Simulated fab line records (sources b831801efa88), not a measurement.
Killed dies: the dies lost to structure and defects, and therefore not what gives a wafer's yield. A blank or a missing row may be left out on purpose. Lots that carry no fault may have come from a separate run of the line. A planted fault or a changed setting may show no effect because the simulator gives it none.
Tool commonality check + flow gf180mcu + Lots sampled 13, wafers sampled 45

## WHY IT WAS OPENED
Of 13 lots, 2 have the reading MVSD_TW flagged at GF_MVSD_TW_MEAS_11. Wafers without a fault read 1575, standard deviation 8.2.
Rule: flag the lot when none of its wafers has a number, or when each of its wafers that has one lies beyond 4 standard deviations from that mean. All remaining lots are regarded as sound.

| lot  | measured    | on            | MVSD_TW, wafer by wafer       | flag    |
|------|-------------|---------------|-------------------------------|---------|
| L388 | day 4 10:34 | film_metro-04 | 1581 1578 1578                |         |
| L389 | day 4 16:26 | film_metro-02 | 1568 1575 1571                |         |
| L390 | day 4 20:47 | film_metro-01 | 1561 1566 1568                |         |
| L391 | day 5 02:53 | film_metro-04 | 1588 1578 1585                |         |
| L392 | day 5 11:10 | film_metro-02 | 1587 1583 1589                |         |
| L393 | day 5 15:01 | film_metro-01 | 1572 1575 1563                |         |
| L394 | day 5 19:29 | film_metro-04 | 1580 1589 1578                |         |
| L401 | day 7 23:13 | film_metro-02 | 1740 1750 1731 1739 1741 1747 | FLAGGED |
| L402 | day 8 00:08 | film_metro-04 | 1754 1763 1764 1752 1758 1761 | FLAGGED |
| L404 | day 8 09:35 | film_metro-01 | 1570 1567 1568                |         |
| L406 | day 8 20:28 | film_metro-04 | 1586 1591 1585                |         |
| L405 | day 8 21:07 | film_metro-04 | 1581 1576 1588                |         |
| L408 | day 9 10:07 | film_metro-01 | 1572 1575 1565                |         |
Average over the flagged lots: 1750; offset from the usual +175, equal to +21 standard deviations.

## TOOL THAT RAN EACH LOT
The record keeps 1 process step preceding the reading, out of 602 steps on the route. In each cell: the tool, then ch and the chambers that the sampled wafers went through, then the start.
| lot  | flag    | GF_MVSD_IMPLANT_08             |
|------|---------|--------------------------------|
| L388 |         | implanter-01 ch 0, day 4 10:10 |
| L389 |         | implanter-04 ch 0, day 4 16:02 |
| L390 |         | implanter-04 ch 0, day 4 20:25 |
| L391 |         | implanter-02 ch 0, day 5 02:31 |
| L392 |         | implanter-02 ch 0, day 5 10:46 |
| L393 |         | implanter-01 ch 0, day 5 14:38 |
| L394 |         | implanter-01 ch 0, day 5 19:07 |
| L401 | FLAGGED | implanter-02 ch 0, day 7 22:50 |
| L402 | FLAGGED | implanter-02 ch 0, day 7 23:46 |
| L404 |         | implanter-04 ch 0, day 8 09:14 |
| L406 |         | implanter-04 ch 0, day 8 20:06 |
| L405 |         | implanter-01 ch 0, day 8 20:44 |
| L408 |         | implanter-04 ch 0, day 9 09:44 |
What these steps do:
- GF_MVSD_IMPLANT_08
- GF_MVSD_TW_MEAS_11

## FLAGGED OVER TOTAL, TOOL BY TOOL (the gauges that took the reading come last)
| step               | tool          | lots run | flagged | share of the flagged lots | sound lots run after its first flagged lot |
|--------------------|---------------|----------|---------|---------------------------|--------------------------------------------|
| GF_MVSD_IMPLANT_08 | implanter-01  | 4        | 0       | none                      | -                                          |
| GF_MVSD_IMPLANT_08 | implanter-02  | 4        | 2       | all                       | 0                                          |
| GF_MVSD_IMPLANT_08 | implanter-04  | 5        | 0       | none                      | -                                          |
| GF_MVSD_TW_MEAS_11 | film_metro-01 | 4        | 0       | none                      | -                                          |
| GF_MVSD_TW_MEAS_11 | film_metro-02 | 3        | 1       | some                      | 0                                          |
| GF_MVSD_TW_MEAS_11 | film_metro-04 | 6        | 1       | some                      | 2 (L406,L405)                              |

## THE TABLE: WHAT IT ALLOWS
1 row of the table ran every flagged lot: implanter-02 at GF_MVSD_IMPLANT_08.
- implanter-02 at GF_MVSD_IMPLANT_08 ran 4 lots, 2 of them flagged. A fault beginning between L392 (day 5 10:46), its last sound lot, and L401 (day 7 22:50), its first flagged one, fits the data. Its own readings lie more than 4 standard deviations out on every wafer of the flagged lots: tilt_deg.
Left over: one tool, implanter-02 at GF_MVSD_IMPLANT_08.

## WHAT THE SIMULATOR HAD PUT IN
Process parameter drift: implanter-02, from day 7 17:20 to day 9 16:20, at GF_MVSD_IMPLANT_08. The setting tilt_deg was moved by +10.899, starting from 0. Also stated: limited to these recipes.
Struck lots among those shown: L401, L402. The same result came from the rule above.
